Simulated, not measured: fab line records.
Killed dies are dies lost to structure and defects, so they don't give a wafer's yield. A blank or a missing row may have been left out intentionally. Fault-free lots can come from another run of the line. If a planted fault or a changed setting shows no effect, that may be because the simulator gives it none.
fab line records | flow sky130
record: lots: 11 wafers: 33 last-day: 50
route steps=708 shown SONOS_ONO@185 GATE_OXIDE@197 RES_PROTECT@214 POLY_GATE@224 PAD_OPEN@708
lots untouched by any fault: they come from a run of this same line in which no faults occurred
start-h: start of the lot's first displayed wafer, in hours after the record's first day | wait-h: hours since the lot's step before | " repeats the value in the row above | L1.1+2: a single row standing in for several wafers | - no value, or no start given | * or withheld: withheld | < > ~ a bound
route shown NAME@n: NAME is a module with steps in the file, n the number in the route of the first one | usual: mean/standard deviation taken from wafers without a fault | same: alike in all rows | chamber/n: place in a boat | sites: per-site readings | _std_site: their standard deviation | _edge_site: the outer-site mean with the inner-site mean subtracted | radius-mm: how far each site lies from the wafer's centre | mask NAME#n: copy n | behind: tool/chamber where the wafer was last shaped | hold: what put the lot on hold/how long, in hours/how the hold closed | device: names the non-switching transistor (n, p or np) | end of line: tests of these same wafers at the route's end | a step given without rows: its recipe and nothing more | killed: at the first sort, the dies lost to defects and structure; wafer yield is something else | map: the dies of a wafer, with x for killed, . for not killed, _ for no die there
set.NAME: the setting that was run; set.NAME@STEP: the one run at that earlier step | model.NAME: the simulator's own value behind a step, which no gauge read
one table for each step of the route and one row for each wafer, over a sample of lots
services: the hour from which a tool's chamber was out of use, counted from the record's first day as start-h (under 0 if before that day), plus the number of hours and why
== steps ==
step: SKY_SONOS_ONO_STRIP_17
recipe: chemistry: O2/N2 power-w: 1400 pressure-mtorr: 1500 platen-temp-c: withheld o2-flow-sccm: 3000 n2-flow-sccm: 300 overash-fraction: 0.5
usual: drypump-motor-current-A: 5.4/0.44 oes-product-au: 0.710/0.0051 strip-time-to-endpoint-s: 14.14/0.044
columns lot.wafer tool chamber start-h wait-h drypump-motor-current-A oes-product-au rf-hours-counter-h strip-time-to-endpoint-s
L284.2 plasma-asher-01 1 299.66 0.0 5.8 0.705 64 14.18
L284.5 " 0 " " 4.9 0.699 - 14.20
L284.6 " 1 " " 5.8 0.710 - 14.18
L285.2 plasma-asher-01 0 305.11 0.0 4.9 0.712 64 14.22
L285.3 " 0 " " 4.9 0.714 - 14.23
L285.6 " 1 " " 5.8 0.706 - 14.20
L288.2 plasma-asher-01 1 323.36 0.0 5.8 0.701 66 14.10
L288.3 " 1 " " 5.8 0.715 - 14.13
L288.4 " 0 " " 4.9 0.709 - 14.16
L289.1 plasma-asher-04 0 329.41 0.0 5.7 0.713 19 14.13
L289.3 " 0 " " 5.7 0.709 - 14.13
L289.6 " 0 " " 5.6 0.714 - 14.15
L297.1 plasma-asher-03 1 412.51 0.0 5.0 0.703 76 14.08
L297.2 " 0 " " 6.0 0.718 76 14.11
L297.3 " 1 " " 4.9 0.717 - 14.12
L298.2 plasma-asher-03 1 426.77 0.0 5.0 0.711 78 14.16
L298.4 " 1 " " 5.0 0.707 - 14.15
L298.6 " 0 " " 6.0 0.713 - 14.23
L302.1 plasma-asher-03 1 449.87 0.0 5.0 0.709 80 14.19
L302.3 " 0 " " 6.0 0.707 - 14.15
L302.6 " 1 " " 5.0 0.709 - 14.14
L303.2 plasma-asher-03 1 454.65 0.0 5.0 0.712 80 14.12
L303.3 " 1 " " 5.0 0.708 - 14.09
L303.6 " 1 " " 5.0 0.712 - 14.13
L304.3 plasma-asher-03 1 473.39 0.0 4.9 0.710 - 14.13
L304.4 " 0 " " 6.0 0.705 - 14.17
L304.5 " 0 " " 6.0 0.712 - 14.22
L305.1 plasma-asher-03 1 474.00 0.0 5.0 0.711 82 14.09
L305.2 " 0 " " 6.0 0.709 82 14.12
L305.5 " 0 " " 6.0 0.712 - 14.08
L306.1 plasma-asher-04 0 479.60 0.0 5.7 0.702 32 14.20
L306.2 " 1 " " 5.0 0.710 32 14.15
L306.6 " 0 " " 5.7 0.710 - 14.22
step: SKY_GATE_OXIDE_OVL_MEAS_10
usual: GATE_OXIDE_OVL: -1.2/1.2
columns lot.wafer tool chamber start-h wait-h GATE_OXIDE_OVL[nm]
L284.2 overlay-02 - 327.76 0.1 -1.5
L284.5 " - " " -2.6
L284.6 " - " " -2.1
L285.2 overlay-02 - 332.90 0.1 -0.5
L285.3 " - " " -0.6
L285.6 " - " " -2.2
L288.2 overlay-02 - 351.26 0.1 -0.7
L288.3 " - " " -1.5
L288.4 " - " " -0.1
L289.1 overlay-02 - 359.17 0.1 -1.5
L289.3 " - " " -1.1
L289.6 " - " " -0.1
L297.1 overlay-01 - 446.74 0.1 -0.6
L297.2 " - " " 0.2
L297.3 " - " " 0.1
L298.2 overlay-02 - 464.52 0.1 -0.3
L298.4 " - " " -0.2
L298.6 " - " " -1.5
L302.1 overlay-01 - 481.99 0.1 -1.0
L302.3 " - " " -0.9
L302.6 " - " " -1.7
L303.2 overlay-02 - 487.66 0.1 -2.9
L303.3 " - " " -1.1
L303.6 " - " " -1.6
L304.3 overlay-01 - 504.61 0.1 -1.8
L304.4 " - " " -2.0
L304.5 " - " " -1.3
L305.1 overlay-01 - 506.74 0.1 1.2
L305.2 " - " " 0.5
L305.5 " - " " -0.8
L306.1 overlay-02 - 511.22 0.1 -1.9
L306.2 " - " " -0.7
L306.6 " - " " -1.8
step: SKY_RES_PROTECT_STRIP_07
recipe: chemistry: O2/N2 power-w: 1400 pressure-mtorr: 1500 platen-temp-c: withheld o2-flow-sccm: 3000 n2-flow-sccm: 300 overash-fraction: 0.5
usual: drypump-motor-current-A: 5.4/0.39 oes-product-au: 0.518/0.0043 strip-time-to-endpoint-s: 23.30/0.042
columns lot.wafer tool chamber start-h wait-h drypump-motor-current-A oes-product-au rf-hours-counter-h strip-time-to-endpoint-s
L284.2 plasma-asher-02 0 359.62 0.1 6.0 0.522 55 23.43
L284.5 " 1 " " 5.4 0.519 - 23.35
L284.6 " 0 " " 6.0 0.511 - 23.38
L285.2 plasma-asher-02 0 363.72 0.1 6.0 0.518 55 23.31
L285.3 " 0 " " 6.0 0.518 - 23.30
L285.6 " 0 " " 6.0 0.520 - 23.28
L288.2 plasma-asher-01 1 382.34 0.1 5.8 0.516 72 23.31
L288.3 " 0 " " 4.9 0.515 - 23.30
L288.4 " 1 " " 5.8 0.517 - 23.29
L289.1 plasma-asher-01 1 389.74 0.1 5.8 0.517 73 23.30
L289.3 " 0 " " 4.9 0.521 - 23.32
L289.6 " 1 " " 5.8 0.524 - 23.29
L297.1 plasma-asher-04 1 481.37 0.1 5.0 0.519 32 23.22
L297.2 " 0 " " 5.6 0.520 32 23.25
L297.3 " 0 " " 5.7 0.514 - 23.24
L298.2 plasma-asher-04 0 498.36 0.1 5.7 0.520 34 23.29
L298.4 " 1 " " 5.0 0.525 - 23.33
L298.6 " 1 " " 5.1 0.518 - 23.28
L302.1 plasma-asher-01 1 515.32 0.1 5.8 0.521 8 23.28
L302.3 " 1 " " 5.8 0.513 - 23.31
L302.6 " 0 " " 4.9 0.518 - 23.27
L303.2 plasma-asher-04 1 521.16 0.1 5.0 0.520 36 23.27
L303.3 " 0 " " 5.7 0.524 - 23.32
L303.6 " 0 " " 5.7 0.523 - 23.24
L304.3 plasma-asher-04 0 537.95 0.1 5.6 0.514 - 23.35
L304.4 " 1 " " 5.0 0.522 - 23.34
L304.5 " 1 " " 5.1 0.525 - 23.33
L305.1 plasma-asher-01 1 539.92 0.1 5.8 0.516 10 23.26
L305.2 " 0 " " 4.9 0.516 10 23.28
L305.5 " 0 " " 4.9 0.516 - 23.24
L306.1 plasma-asher-01 1 545.71 0.1 5.8 0.515 11 23.26
L306.2 " 0 " " 4.9 0.519 11 23.29
L306.6 " 0 " " 4.9 0.514 - 23.28
step: SKY_POLY_GATE_EXPOSE_10
recipe: mask-id: P1M na: 0.68 source-shape: conventional sigma-outer: 0.6 target-cd-nm: 150 dose-mj: 28
usual: stage-vel-mm-s: 499.97/0.26
same: na: 0.68
columns lot.wafer tool chamber start-h wait-h mask stage-vel-mm-s
L284.2 krf-scanner-02 0 377.68 - P1M#0 499.94
L284.5 " 0 " " P1M#0 499.82
L284.6 " 0 " " P1M#0 500.20
L285.2 krf-scanner-01 0 394.68 - P1M#0 499.88
L285.3 " 0 " " P1M#0 499.71
L285.6 " 0 " " P1M#0 499.58
L288.2 krf-scanner-01 0 401.53 - P1M#0 499.99
L288.3 " 0 " " P1M#0 499.69
L288.4 " 0 " " P1M#0 500.06
L289.1 krf-scanner-02 0 407.23 - P1M#0 499.91
L289.3 " 0 " " P1M#0 500.17
L289.6 " 0 " " P1M#0 499.72
L297.1 krf-scanner-02 0 498.10 - P1M#0 499.85
L297.2 " 0 " " P1M#0 500.03
L297.3 " 0 " " P1M#0 499.85
L298.2 krf-scanner-01 0 514.90 - P1M_R1#0 500.13
L298.4 " 0 " " P1M_R1#0 500.20
L298.6 " 0 " " P1M_R1#0 500.21
L302.1 krf-scanner-01 0 532.50 - P1M#0 499.81
L302.3 " 0 " " P1M#0 499.85
L302.6 " 0 " " P1M#0 500.17
L303.2 krf-scanner-01 0 538.03 - P1M#0 500.18
L303.3 " 0 " " P1M#0 500.40
L303.6 " 0 " " P1M#0 500.59
L304.3 krf-scanner-02 0 554.97 - P1M#0 500.06
L304.4 " 0 " " P1M#0 499.64
L304.5 " 0 " " P1M#0 499.85
L305.1 krf-scanner-01 0 556.57 - P1M#0 500.09
L305.2 " 0 " " P1M#0 500.17
L305.5 " 0 " " P1M#0 500.02
L306.1 krf-scanner-02 0 562.98 - P1M#0 500.15
L306.2 " 0 " " P1M#0 500.10
L306.6 " 0 " " P1M#0 500.33
step: SKY_POLY_GATE_CD_MEAS_13
recipe: target-cd-nm: 150
usual: cd-nm: 149.7/1.3
columns lot.wafer tool chamber start-h wait-h hold cd-nm
L284.2 cd-sem-01 - 390.39 - - 146.8
L284.5 " - " " - 147.9
L284.6 " - " " - 147.6
L285.2 cd-sem-02 - 410.28 - - 150.6
L285.3 " - " " - 150.0
L285.6 " - " " - 152.5
L288.2 cd-sem-01 - 416.34 - - 149.0
L288.3 " - " " - 148.6
L288.4 " - " " - 149.1
L289.1 cd-sem-02 - 422.16 - - 152.4
L289.3 " - " " - 151.0
L289.6 " - " " - 152.0
L297.1 cd-sem-01 - 512.30 - - 148.8
L297.2 " - " " - 150.0
L297.3 " - " " - 149.4
L298.2 cd-sem-01 - 530.17 - await-dispo/0.2h/release 171.1
L298.4 " - " " await-dispo/0.2h/release 170.1
L298.6 " - " " await-dispo/0.2h/release 172.8
L298.2 cd-sem-01 - 530.46 0.3 - 171.3
L298.4 " - " " - 170.3
L298.6 " - " " - 172.6
L302.1 cd-sem-02 - 546.72 - - 149.8
L302.3 " - " " - 150.5
L302.6 " - " " - 150.8
L303.2 cd-sem-02 - 552.73 - - 150.5
L303.3 " - " " - 151.0
L303.6 " - " " - 149.9
L304.3 cd-sem-02 - 569.24 - - 149.6
L304.4 " - " " - 150.4
L304.5 " - " " - 150.4
L305.1 cd-sem-02 - 571.35 - - 145.2
L305.2 " - " " - 148.1
L305.5 " - " " - 148.1
L306.1 cd-sem-02 - 577.21 - - 147.8
L306.2 " - " " - 148.2
L306.6 " - " " - 149.5
step: SKY_PAD_OPEN_PROBE_99
usual: killed_at_M0_to_M3: 45/7.5 killed_at_M4_up: 2.8/1.9 killed-at-contacts: 25/5.5 killed-at-front-end: 14/4 killed-at-other: 0.3/0.75 killed-dies: 87/9.4 killed-on-rim: 17/3.8 killed-open: 47/6.6 killed-short: 39/6.6
same: gross-dies: 492 killed-at-back-side: 0
columns lot.wafer tool chamber start-h wait-h hold killed_at_M0_to_M3 killed_at_M4_up killed-at-contacts killed-at-front-end killed-at-other killed-dies killed-on-rim killed-open killed-short
L284.2 prober-01 - 1094.11 0.1 - 49 5 24 15 0 93 23 53 39
L284.5 prober-01 - 1094.26 0.2 - 57 2 20 26 0 105 15 59 46
L284.6 prober-01 - 1094.31 0.2 - 53 3 27 8 0 91 17 50 41
L285.2 prober-01 - 1108.39 0.1 - 40 2 14 10 0 66 12 40 26
L285.3 prober-01 - 1108.44 0.2 - 43 0 34 10 0 87 16 46 41
L285.6 prober-01 - 1108.59 0.2 - 51 0 32 8 0 91 16 48 43
L288.2 prober-01 - 1111.42 0.1 - 54 4 30 10 0 98 20 45 53
L288.3 prober-01 - 1111.47 0.2 - 45 4 31 13 0 93 23 53 40
L288.4 prober-01 - 1111.52 0.2 - 42 4 31 17 0 94 18 54 40
L289.1 prober-02 - 1115.06 0.1 - 55 0 20 15 0 90 17 48 42
L289.3 prober-02 - 1115.16 0.2 - 63 4 29 12 0 108 22 61 47
L289.6 prober-02 - 1115.31 0.2 - 55 3 23 17 0 98 12 56 42
L297.1 prober-01 - 1171.23 0.1 - 35 1 28 19 0 83 13 51 32
L297.2 prober-01 - 1171.28 0.1 - 55 5 31 12 0 103 16 64 39
L297.3 prober-01 - 1171.33 0.2 - 51 2 29 12 0 94 13 47 47
L298.2 prober-02 - 1181.98 0.1 await-dispo/2.0h/release 61 3 35 91 0 190 57 66 55
L298.4 prober-02 - 1182.08 0.2 await-dispo/2.0h/release 37 3 17 98 1 156 57 40 32
L298.6 prober-02 - 1182.18 0.2 await-dispo/2.0h/release 48 5 30 21 0 104 29 50 42
L302.1 prober-01 - 1189.52 0.1 - 44 7 27 12 0 90 18 54 36
L302.3 prober-01 - 1189.62 0.2 - 47 5 21 12 1 86 18 50 36
L302.6 prober-01 - 1189.77 0.2 - 32 4 21 13 1 71 11 39 32
L303.2 prober-02 - 1196.22 0.1 - 37 2 31 9 0 79 15 41 38
L303.3 prober-02 - 1196.27 0.2 - 55 2 31 15 0 103 20 62 41
L303.6 prober-02 - 1196.42 0.2 - 41 1 31 15 1 89 18 48 41
L304.3 prober-01 - 1202.81 0.2 - 43 2 17 11 1 74 12 42 32
L304.4 prober-01 - 1202.86 0.2 - 42 1 14 17 0 74 13 41 33
L304.5 prober-01 - 1202.91 0.2 - 46 2 19 16 0 83 17 46 37
L305.1 prober-02 - 1206.00 0.1 - 36 3 31 13 0 83 18 40 43
L305.2 prober-02 - 1206.05 0.1 - 53 1 24 13 0 91 20 53 38
L305.5 prober-02 - 1206.20 0.2 - 37 0 26 12 0 75 12 41 34
L306.1 prober-02 - 1207.51 0.1 - 56 6 24 11 0 97 24 49 48
L306.2 prober-02 - 1207.56 0.1 - 35 2 25 17 1 80 18 39 41
L306.6 prober-02 - 1207.76 0.2 - 51 4 33 16 0 104 18 51 53
killed by level:class
L284.2 VIA1:geometric-particle:open=15 CONTACT:geometric-particle:open=11 VIA2:geometric-particle:open=7 CONTACT:geometric-particle:short=6 METAL1:geometric-particle:short=6 POLY_GATE:geometric-particle:short=5 METAL2:geometric-particle:short=5 VIA3:geometric-particle:open=5
L284.5 VIA1:geometric-particle:open=12 CONTACT:geometric-particle:open=9 METAL1:geometric-particle:short=9 FIELD_ISO:geometric-particle:open=8 VIA2:geometric-particle:open=8 FIELD_ISO:geometric-particle:short=7 LI_CONTACT:geometric-particle:open=7 VIA3:geometric-particle:open=6
L284.6 VIA1:geometric-particle:open=16 LI_CONTACT:geometric-particle:open=9 CONTACT:geometric-particle:open=7 METAL1:geometric-particle:short=7 LOCAL_INTERCONNECT:geometric-particle:short=6 METAL2:geometric-particle:short=5 VIA3:geometric-particle:open=5 VIA1:geometric-particle:short=4
L285.2 VIA1:geometric-particle:open=12 VIA2:geometric-particle:open=5 LI_CONTACT:geometric-particle:open=4 CONTACT:geometric-particle:short=4 CONTACT:geometric-particle:open=4 METAL1:geometric-particle:short=4 VIA1:geometric-particle:short=4 METAL2:geometric-particle:short=4
L285.3 VIA1:geometric-particle:open=13 LI_CONTACT:geometric-particle:open=10 CONTACT:geometric-particle:open=9 METAL3:geometric-particle:short=8 LOCAL_INTERCONNECT:geometric-particle:short=5 METAL2:geometric-particle:short=5 LI_CONTACT:geometric-particle:short=4 CONTACT:geometric-particle:short=4
L285.6 CONTACT:geometric-particle:open=10 VIA1:geometric-particle:open=10 CONTACT:geometric-particle:short=9 VIA2:geometric-particle:open=8 LI_CONTACT:geometric-particle:open=6 METAL2:geometric-particle:short=6 LOCAL_INTERCONNECT:geometric-particle:short=5 METAL1:geometric-particle:short=5
L288.2 CONTACT:geometric-particle:open=14 METAL1:geometric-particle:short=10 VIA1:geometric-particle:open=9 METAL2:geometric-particle:short=8 LI_CONTACT:geometric-particle:open=5 VIA1:geometric-particle:short=5 VIA2:geometric-particle:open=5 VIA3:geometric-particle:short=5
L288.3 CONTACT:geometric-particle:open=11 VIA1:geometric-particle:open=10 LOCAL_INTERCONNECT:geometric-particle:short=8 LI_CONTACT:geometric-particle:open=7 VIA3:geometric-particle:open=7 VIA2:geometric-particle:open=7 VIA1:geometric-particle:short=5 CONTACT:geometric-particle:short=4
L288.4 CONTACT:geometric-particle:open=14 VIA1:geometric-particle:open=12 VIA2:geometric-particle:open=7 CONTACT:geometric-particle:short=6 METAL1:geometric-particle:short=5 FIELD_ISO:geometric-particle:open=4 SPACER:geometric-particle:short=4 LI_CONTACT:geometric-particle:open=4
L289.1 VIA1:geometric-particle:open=15 METAL2:geometric-particle:short=9 CONTACT:geometric-particle:open=7 VIA2:geometric-particle:short=6 FIELD_ISO:geometric-particle:open=5 LI_CONTACT:geometric-particle:open=5 CONTACT:geometric-particle:short=5 VIA2:geometric-particle:open=5
L289.3 VIA1:geometric-particle:open=18 CONTACT:geometric-particle:open=9 VIA1:geometric-particle:short=9 METAL2:geometric-particle:short=7 VIA3:geometric-particle:open=7 LI_CONTACT:geometric-particle:open=6 METAL1:geometric-particle:short=6 LOCAL_INTERCONNECT:geometric-particle:short=6
L289.6 VIA2:geometric-particle:open=12 VIA1:geometric-particle:open=11 METAL1:geometric-particle:short=10 CONTACT:geometric-particle:open=8 VIA3:geometric-particle:open=7 POLY_GATE:geometric-particle:open=5 FIELD_ISO:geometric-particle:short=4 METAL3:geometric-particle:short=4
L297.1 LI_CONTACT:geometric-particle:open=8 FIELD_ISO:geometric-particle:open=7 CONTACT:geometric-particle:open=7 VIA1:geometric-particle:open=6 VIA2:geometric-particle:open=5 LOCAL_INTERCONNECT:geometric-particle:short=5 CONTACT:geometric-particle:short=4 METAL1:geometric-particle:short=4
L297.2 VIA1:geometric-particle:open=12 CONTACT:geometric-particle:open=12 VIA2:geometric-particle:open=10 VIA1:geometric-particle:short=9 LI_CONTACT:geometric-particle:open=6 POLY_GATE:geometric-particle:open=4 LOCAL_INTERCONNECT:geometric-particle:short=4 CONTACT:geometric-particle:short=4
L297.3 VIA1:geometric-particle:open=11 LI_CONTACT:geometric-particle:open=8 CONTACT:geometric-particle:short=8 METAL1:geometric-particle:short=8 VIA1:geometric-particle:short=8 METAL2:geometric-particle:short=8 CONTACT:geometric-particle:open=7 LOCAL_INTERCONNECT:geometric-particle:short=5
L298.2 POLY_GATE:area-expose=69 VIA1:geometric-particle:open=17 CONTACT:geometric-particle:open=9 METAL1:geometric-particle:short=9 FIELD_ISO:geometric-particle:open=8 LI_CONTACT:geometric-particle:open=8 CONTACT:geometric-particle:short=8 VIA2:geometric-particle:open=8
L298.4 POLY_GATE:area-expose=84 VIA1:geometric-particle:open=11 CONTACT:geometric-particle:open=7 FIELD_ISO:geometric-particle:short=6 VIA3:geometric-particle:open=5 VIA2:geometric-particle:open=5 METAL2:geometric-particle:short=4 METAL3:geometric-particle:short=4
L298.6 POLY_GATE:area-expose=12 VIA2:geometric-particle:open=11 CONTACT:geometric-particle:open=10 VIA1:geometric-particle:open=9 LI_CONTACT:geometric-particle:open=8 VIA1:geometric-particle:short=6 POLY_GATE:geometric-particle:short=5 CONTACT:geometric-particle:short=5
L302.1 CONTACT:geometric-particle:open=9 VIA3:geometric-particle:open=9 LI_CONTACT:geometric-particle:open=8 VIA1:geometric-particle:open=8 VIA1:geometric-particle:short=6 METAL4:geometric-particle:short=5 VIA2:geometric-particle:open=5 FIELD_ISO:geometric-particle:short=4
L302.3 VIA1:geometric-particle:open=13 CONTACT:geometric-particle:open=12 VIA3:geometric-particle:open=10 VIA1:geometric-particle:short=8 METAL1:geometric-particle:short=4 VIA2:geometric-particle:open=4 SPACER:geometric-particle:open=3 CONTACT:geometric-particle:short=3
L302.6 CONTACT:geometric-particle:open=8 VIA3:geometric-particle:open=7 LI_CONTACT:geometric-particle:open=6 VIA1:geometric-particle:open=5 CONTACT:geometric-particle:short=5 POLY_GATE:geometric-particle:open=4 METAL1:geometric-particle:short=4 VIA1:geometric-particle:short=4
L303.2 CONTACT:geometric-particle:open=11 CONTACT:geometric-particle:short=10 LI_CONTACT:geometric-particle:open=8 VIA3:geometric-particle:open=6 METAL1:geometric-particle:short=6 VIA1:geometric-particle:short=6 VIA1:geometric-particle:open=6 VIA2:geometric-particle:open=4
L303.3 VIA1:geometric-particle:open=14 VIA3:geometric-particle:open=10 CONTACT:geometric-particle:open=9 VIA2:geometric-particle:open=8 METAL2:geometric-particle:short=7 LI_CONTACT:geometric-particle:open=6 CONTACT:geometric-particle:short=6 LOCAL_INTERCONNECT:geometric-particle:short=5
L303.6 CONTACT:geometric-particle:open=14 METAL2:geometric-particle:short=8 CONTACT:geometric-particle:short=7 METAL1:geometric-particle:short=7 VIA1:geometric-particle:open=7 FIELD_ISO:geometric-particle:open=5 VIA2:geometric-particle:open=5 LI_CONTACT:geometric-particle:open=4
L304.3 VIA3:geometric-particle:open=10 CONTACT:geometric-particle:open=7 VIA1:geometric-particle:open=6 FIELD_ISO:geometric-particle:short=5 LI_CONTACT:geometric-particle:open=5 VIA2:geometric-particle:open=5 METAL1:geometric-particle:short=4 METAL2:geometric-particle:short=4
L304.4 VIA1:geometric-particle:open=7 VIA3:geometric-particle:open=7 CONTACT:geometric-particle:open=6 POLY_GATE:geometric-particle:open=5 METAL1:geometric-particle:short=5 FIELD_ISO:geometric-particle:short=4 VIA1:geometric-particle:short=4 VIA2:geometric-particle:open=4
L304.5 LI_CONTACT:geometric-particle:open=8 VIA2:geometric-particle:open=8 METAL2:geometric-particle:short=6 VIA3:geometric-particle:open=6 FIELD_ISO:geometric-particle:short=5 METAL1:geometric-particle:short=5 VIA1:geometric-particle:short=5 VIA1:geometric-particle:open=5
L305.1 CONTACT:geometric-particle:open=11 VIA1:geometric-particle:open=7 VIA1:geometric-particle:short=7 METAL2:geometric-particle:short=7 LI_CONTACT:geometric-particle:open=6 FIELD_ISO:geometric-particle:open=5 CONTACT:geometric-particle:short=5 LI_CONTACT:geometric-particle:short=4
L305.2 VIA1:geometric-particle:open=17 CONTACT:geometric-particle:open=9 METAL2:geometric-particle:short=8 VIA3:geometric-particle:open=6 LI_CONTACT:geometric-particle:open=4 CONTACT:geometric-particle:short=4 METAL1:geometric-particle:short=4 VIA2:geometric-particle:short=4
L305.5 LI_CONTACT:geometric-particle:open=7 CONTACT:geometric-particle:open=7 VIA1:geometric-particle:open=7 METAL1:geometric-particle:short=6 METAL2:geometric-particle:short=6 CONTACT:geometric-particle:short=5 VIA3:geometric-particle:open=5 POLY_GATE:geometric-particle:open=4
L306.1 VIA1:geometric-particle:open=10 VIA2:geometric-particle:open=10 VIA1:geometric-particle:short=8 METAL2:geometric-particle:short=7 CONTACT:geometric-particle:open=6 VIA3:geometric-particle:open=6 LI_CONTACT:geometric-particle:open=5 METAL1:geometric-particle:short=4
L306.2 CONTACT:geometric-particle:open=8 FIELD_ISO:geometric-particle:open=7 LI_CONTACT:geometric-particle:open=6 LOCAL_INTERCONNECT:geometric-particle:short=6 METAL2:geometric-particle:short=6 METAL1:geometric-particle:short=5 CONTACT:geometric-particle:short=4 VIA1:geometric-particle:open=4
L306.6 LI_CONTACT:geometric-particle:open=14 METAL2:geometric-particle:short=13 CONTACT:geometric-particle:open=10 VIA1:geometric-particle:open=9 VIA3:geometric-particle:open=6 VIA1:geometric-particle:short=5 POLY_GATE:geometric-particle:short=5 LI_CONTACT:geometric-particle:short=5
== services ==
columns tool chamber start-h hours kind
plasma-asher-04 - 287.84 2.8 pm
krf-scanner-02 - 304.84 1.3 pm
krf-scanner-01 - 312.26 0.8 pm
krf-scanner-01 - 313.40 1.7 repair
krf-scanner-02 - 360.01 0.8 pm
krf-scanner-02 - 368.14 1.0 pm
plasma-asher-04 - 382.61 17.0 repair
krf-scanner-01 - 396.42 1.0 pm
plasma-asher-02 - 400.19 0.5 repair
krf-scanner-01 - 415.94 1.3 pm
plasma-asher-01 - 421.25 9.0 pm
plasma-asher-01 0 421.25 9.0 vent-cycle
plasma-asher-01 1 421.25 9.0 vent-cycle
plasma-asher-01 0 430.25 - clean
plasma-asher-01 1 430.25 - clean
plasma-asher-03 - 455.57 0.7 repair
krf-scanner-01 - 457.38 3.9 repair
krf-scanner-02 - 480.74 1.3 pm
plasma-asher-01 - 481.46 3.8 repair
krf-scanner-01 - 482.04 0.8 pm
krf-scanner-02 - 528.86 0.8 pm
krf-scanner-02 - 537.14 1.0 pm
plasma-asher-01 - 557.41 2.3 repair
== key ==
first-sign: step: SKY_POLY_GATE_EXPOSE_10 reading: mask direction: changed
effect: step: SKY_POLY_GATE_CD_MEAS_13 reading: visit direction: added
effect: step: SKY_POLY_GATE_CD_MEAS_13 reading: cd-nm direction: up sigmas: 16 usual: 149.7 struck: 171.4
effect: step: SKY_PAD_OPEN_PROBE_99 reading: killed-at-front-end direction: up sigmas: 14 usual: 14 struck: 70
more-kills-born-at: SKY_POLY_GATE_EXPOSE_10@krf-scanner-01: 165
met-at SKY_POLY_GATE_EXPOSE_10
struck-lots L298
tester-left-out L298
not-acting-at SKY_SONOS_ONO_STRIP_17,SKY_GATE_OXIDE_OVL_MEAS_10,SKY_RES_PROTECT_STRIP_07
onset-between 401.53 514.90
fault: kind: wrong-mask tool: any chamber: - onset-h: 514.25 steps: SKY_POLY_GATE_EXPOSE_10 aux-copy: P1M_R1#0 cd-offset-nm: 22 scope: struck-lots-only
tester-left-out: of these lots the tester's yield and bins aren't shown, on N5 and GAA mostly nor the transistor test; their killed dies are dies lost to structure and defects alone, not to doping, threshold or leakage, so they don't give the yield
